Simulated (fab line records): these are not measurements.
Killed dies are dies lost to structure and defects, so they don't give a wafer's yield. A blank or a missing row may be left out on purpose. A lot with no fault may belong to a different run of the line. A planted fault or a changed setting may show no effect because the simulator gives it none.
Problem report in the 8D (eight disciplines) form, filled by code | flow sfq_line | the parts of the form that need people (team, actions taken, sign-off) are left out

## 1. WHAT IS WRONG
rf_fwd_power_W at SFQ_TRILAYER_I6_DEP_PECVD_165 reads a mean of 108.3 W on 2 wafers of 2 lots; wafers without a fault read 182.2 W with a standard deviation of 0.67. That is -99 or more standard deviations from the usual mean.
The step: deposits SiO2 from SiH4/N2O, time 111.11 s, target thk 500 nm.
First observed at day 68 23:16: wafer L863.3, on pecvd-02. The record has a number at this step for 42 wafers belonging to 14 lots. By rule, "out" or "out of limits" means more than 4 standard deviations away from the usual mean. All remaining wafers that have a number are taken as sound.

## 2. WHAT IT IS AND WHAT IT IS NOT
question                    | is                               | is not
which readings at this step | rf_fwd_power_W, showerhead_vpp_V | susceptor_temp_C, throttle_valve_pct
which lots                  | L863, L869                       | L855, L856, L858, L859, L860, L864, L870, L872, L873, L874, L877, L878
which wafers of those lots  | L863.3, L869.2                   | L863.1, L863.4, L869.5, L869.6
read on which tools         | pecvd-02                         | pecvd-01, pecvd-04
when                        | from day 68 23:16                | up to then (17 sound wafers); but 23 sound wafers of L864, L869, L870, L872, L873, L874, L877, L878 came after

## 3. WHAT RULES OUT EACH SUSPECT
Counting: a tool at a process step up to the reading stays a suspect if it ran every lot that is out. Sound lots after the first of them don't rule it out here, since some wafers of a struck lot are sound.
- pecvd-02 at SFQ_TRILAYER_I6_DEP_PECVD_165 (deposits SiO2 from SiH4/N2O, time 111.11 s, target thk 500 nm): kept. Every lot that is out went through it, the first being L863 (day 68 23:16); the last sound lot it ran before that was L859 (day 68 13:40). Its own readings are out on those wafers: rf_fwd_power_W, showerhead_vpp_V.
- At SFQ_TRILAYER_I6_DEP_PECVD_165, inside pecvd-02: chamber 0 took the wafers that are out, while their sound lot-mates went through chambers 1, 2.
After counting, what remains is pecvd-02 at SFQ_TRILAYER_I6_DEP_PECVD_165.

## 4. THE CAUSE (what the simulator had put in)
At SFQ_TRILAYER_I6_DEP_PECVD_165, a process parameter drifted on pecvd-02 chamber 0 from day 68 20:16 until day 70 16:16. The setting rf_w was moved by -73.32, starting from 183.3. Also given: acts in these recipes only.
Only this tool survived the counting.

## 5. SEQUENCE OF EFFECTS, ordered by route
Each row: a reading where the mean over the struck wafers with a number is more than 3 standard deviations away from the usual. Only readings whose record carries a usual standard deviation are examined. hours: median over the lots of the time between each lot's start at the first step of this table that gives one and its start at this step. sigmas: the change, counted in usual standard deviations.
hours | step                          | reading              | usual   | on struck wafers | change | sigmas
0     | SFQ_TRILAYER_I6_DEP_PECVD_165 | heater_power_outer_w | 30 W    | 60               | +30    | +3.4
0     | SFQ_TRILAYER_I6_DEP_PECVD_165 | heater_power_w       | 83 W    | 128              | +45    | +3.2
0     | SFQ_TRILAYER_I6_DEP_PECVD_165 | rf_fwd_power_W       | 182.2 W | 108.3            | -73.8  | -99 or more
0     | SFQ_TRILAYER_I6_DEP_PECVD_165 | showerhead_vpp_V     | 838 V   | 620              | -218   | -6.6
42    | SFQ_TRILAYER_I6_CMP_CMP_166   | time_to_endpoint_s   | 212 s   | 148              | -64    | -8.0
Here are the process steps it includes:
- SFQ_TRILAYER_I6_DEP_PECVD_165: deposits SiO2 from SiH4/N2O, time 111.11 s, target thk 500 nm.
- SFQ_TRILAYER_I6_CMP_CMP_166: polishes SiO2.

## 6. HOW IT WOULD HAVE BEEN CAUGHT EARLIER
3 hours passed between the start of the fault at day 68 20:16 and the first reading out of limits in this record, taken at day 68 23:16.
